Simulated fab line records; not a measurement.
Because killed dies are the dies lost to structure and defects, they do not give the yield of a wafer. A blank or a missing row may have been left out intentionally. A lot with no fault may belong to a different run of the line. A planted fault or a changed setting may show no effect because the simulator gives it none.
Struck lot and sound lot, side by side :: flow sky130 :: 43 out of 708 route steps
Sound: these wafers, L862.3, L862.4, L862.6. The struck wafers were L875.3, L875.5, L875.6. At the end, the cause is stated.
Per side, at each step with rows, come the tool, then ch with its chambers, and then its first start. Under that, the readings that differ: sound wafers :: struck wafers :: difference of the means :: sigmas: that difference in standard deviations of wafers without a fault.
alike: readings with means less than 2 such deviations apart, plus words and numbers identical on both sides. not compared: withheld readings, readings lacking a value on some wafer, bounds such as >300 that could conceal the same value, and numbers that have no deviation in the record and whose values overlap.
Wherever a step has rows on one side only, a row that says differs or no value, or a row with sigmas, the two part there. Numbers that don't overlap but have no deviation are shown without sigmas and don't part them. A reading missing from all wafers of one side parts the sides only when that side holds two or more wafers.

first, 5 steps without rows for these wafers: SKY_METAL2_COAT_10 (resist thk 450 nm); SKY_METAL2_SOFTBAKE_11 (time 90 s); SKY_METAL2_EXPOSE_12 (exposes mask MM2, target cd 140 nm); SKY_METAL2_PEB_13; SKY_METAL2_DEVELOP_14 (develop time 60 s).
SKY_METAL2_CD_MEAS_15 targets a cd of 140 nm.
  struck on cd-sem-01, day 39 10:17; sound on cd-sem-01, day 34 20:24
  alike: cd-nm
SKY_METAL2_OVL_MEAS_16:
  struck on overlay-01, day 39 10:23; sound on overlay-02, day 34 20:29
  alike: METAL2_OVL
then, 3 steps without rows for these wafers: SKY_METAL2_DESCUM_17 (chemistry O2, time 8 s); SKY_METAL2_ETCH_18 (etches BARC in N2/H2, stops on SiO2, time 45.9 s, target depth 60 nm); SKY_METAL2_METAL_ETCH_19 (etches the open film in Cl2/BCl3, stops on SiO2, target depth 360 nm, time 78 s).
SKY_METAL2_STRIP_20: strips in O2/N2.
  sound on plasma-asher-02 ch 0,1, day 34 20:44; struck on plasma-asher-01 ch 0,1, day 39 10:37
  alike: drypump-motor-current-A, oes-product-au, strip-time-to-endpoint-s
  not compared: rf-hours-counter-h
then, 1 step without rows for these wafers: SKY_METAL2_STRIP_21 (strips in post etch residue remover, time 1200 s).
SKY_METAL2_CLEAN_22: cleans in IPA, time 180 s.
  sound on wet-bench-01 ch 3, day 34 21:08; struck on wet-bench-01 ch 3, day 39 11:05
then, 2 steps without rows for these wafers: SKY_METAL2_CLEAN_23 (cleans in O3/DIW); SKY_VIA2_HDPCVD_00 (deposits SiO2, target thk 1180 nm, time 196.7 s).
SKY_VIA2_THK_MEAS_01:
  struck on film-metro-03, day 39 11:25; sound on film-metro-04, day 34 21:26
  alike: VIA2_HDPCVD_THK
then, 1 step without rows for these wafers: SKY_VIA2_CMP_02 (polishes SiO2).
SKY_VIA2_BOW_MEAS_03:
  struck on film-metro-03, day 39 11:48; sound on film-metro-03, day 34 21:49
  alike: VIA2_BOW
then, 8 steps without rows for these wafers: SKY_VIA2_DEHYDRATE_04 (time 60 s); SKY_VIA2_HMDS_05 (prime time 60 s); SKY_VIA2_COAT_06 (resist thk 60 nm); SKY_VIA2_COAT_07 (resist thk 450 nm); SKY_VIA2_SOFTBAKE_08 (time 90 s); SKY_VIA2_EXPOSE_09 (exposes mask VIM2, target cd 200 nm); SKY_VIA2_PEB_10; SKY_VIA2_DEVELOP_11 (develop time 60 s).
SKY_VIA2_CD_MEAS_12 targets a cd of 200 nm.
  struck on cd-sem-02, day 40 11:38; sound on cd-sem-01, day 36 01:26
  alike: cd-nm
SKY_VIA2_OVL_MEAS_13:
  struck on overlay-02, day 40 11:43; sound on overlay-01, day 36 01:31
  alike: VIA2_OVL
SKY_VIA2_ETCH_14: etches BARC in N2/H2, stops on SiO2, time 45.9 s, target depth 60 nm.
  sound on rie-diel-03 ch 1,3, day 36 01:32; struck on rie-diel-04 ch 0,2, day 40 11:45
reading: drypump-motor-current-A (A)
sound: 5.0 5.2 5.0
struck: 6.2 6.2 6.4
difference: +1.2
sigmas: +2
  alike: oes-product-au, throttle-valve-pct
  not compared: rf-hours-counter-h
then, 5 steps without rows for these wafers: SKY_VIA2_ETCH_15 (etches SiO2 in C4F8/O2/Ar, stops on TiN, target depth 546 nm, time 84 s); SKY_VIA2_STRIP_16 (strips in O2/N2); SKY_VIA2_STRIP_17 (strips in post etch residue remover, time 1200 s); SKY_VIA2_CLEAN_18 (cleans in IPA, time 180 s); SKY_VIA2_CLEAN_19 (cleans in O3/DIW).
SKY_VIA2_SPUTTER_20: material TiN, target thk 20 nm, time 80 s.
  struck on pvd-sputter-04, day 40 12:26; sound on pvd-sputter-02, day 36 02:15
  alike: throttle-valve-pct
SKY_VIA2_CVD_21: deposits W, target thk 420 nm, time 126.4 s.
  sound on cvd-w-02 ch 0,1, day 36 02:21; struck on cvd-w-02 ch 0,1, day 40 12:33
  alike: heater-power-w
SKY_VIA2_RS_MEAS_22: measures by four-point-probe.
  struck on film-metro-03, day 40 12:40; sound on film-metro-03, day 36 02:29
  alike: VIA2_W_RS
SKY_VIA2_THK_MEAS_23: measures by xrf.
  struck on film-metro-03, day 40 12:46; sound on film-metro-03, day 36 02:35
  alike: VIA2_W_THK
then, 3 steps without rows for these wafers: SKY_VIA2_CMP_24 (polishes, stops on SiO2, t overpolish 20 s, target thk 0 nm); SKY_METAL3_SPUTTER_00 (material Ti, target thk 15 nm, time 10 s); SKY_METAL3_SPUTTER_01 (material TiN, target thk 20 nm, time 16.7 s).
SKY_METAL3_SPUTTER_02: material AlCu, target thk 735 nm, time 39.1 s.
  struck on pvd-sputter-04, day 40 13:21; sound on pvd-sputter-03, day 36 02:58
  alike: throttle-valve-pct
-- the record jumps here: 8 days lie between the struck wafers' starts before and after (it left off in module METAL3 and takes up again in module PAD_OPEN, whose first step shown is number 708 of the route) --
SKY_PAD_OPEN_PROBE_99:
  struck on prober-02, day 49 00:05; sound on prober-02, day 45 14:26
reading: defect-limited-yield (%)
sound: 83.5 81.3 81.5
struck: 72.4 73.4 72.8
difference: -9.2
sigmas: -5

reading: killed_at_M0_to_M3
sound: 48 43 36
struck: 101 96 96
difference: +55
sigmas: +8

reading: killed-dies
sound: 81 92 91
struck: 136 131 134
difference: +46
sigmas: +5

reading: sort_bin_3_pad_short (%)
sound: 1.2 0.8 1.0
struck: 2.2 2.8 2.6
difference: +1.5
sigmas: +4

reading: sort_bin_5_function (%)
sound: 8.7 9.6 11.8
struck: 18.5 16.9 16.3
difference: +7.2
sigmas: +5

reading: sort-n-pass
sound: 411 400 401
struck: 356 361 358
difference: -46
sigmas: -5

reading: sort-yield-pct (%)
sound: 83.5 81.3 81.5
struck: 72.4 73.4 72.8
difference: -9.2
sigmas: -5

reading: model.etest.tester.sort-n-pass
sound: 411 400 401
struck: 356 361 358
difference: -46
sigmas: 

reading: model.etest.tester.sort-yield-pct (%)
sound: 83.54 81.3 81.5
struck: 72.36 73.37 72.76
difference: -9.28
sigmas: 

reading: model.etest.tester.sort_bin_5_pct (%)
sound: 8.74 9.553 11.79
struck: 18.5 16.87 16.26
difference: +7.2
sigmas: 

reading: model.etest.tester.sort_bin_3_pct (%)
sound: 1.22 0.813 1.016
struck: 2.236 2.846 2.642
difference: +1.558
sigmas: 
  alike: killed_at_M4_up, killed-at-contacts, killed-at-front-end, killed-at-other, killed-open, killed-short, sort_bin_6_memory

== WHERE THEY PART ==
At SKY_VIA2_ETCH_14 first; at SKY_PAD_OPEN_PROBE_99 last (within this record only).

WHY: whatever the simulator had introduced
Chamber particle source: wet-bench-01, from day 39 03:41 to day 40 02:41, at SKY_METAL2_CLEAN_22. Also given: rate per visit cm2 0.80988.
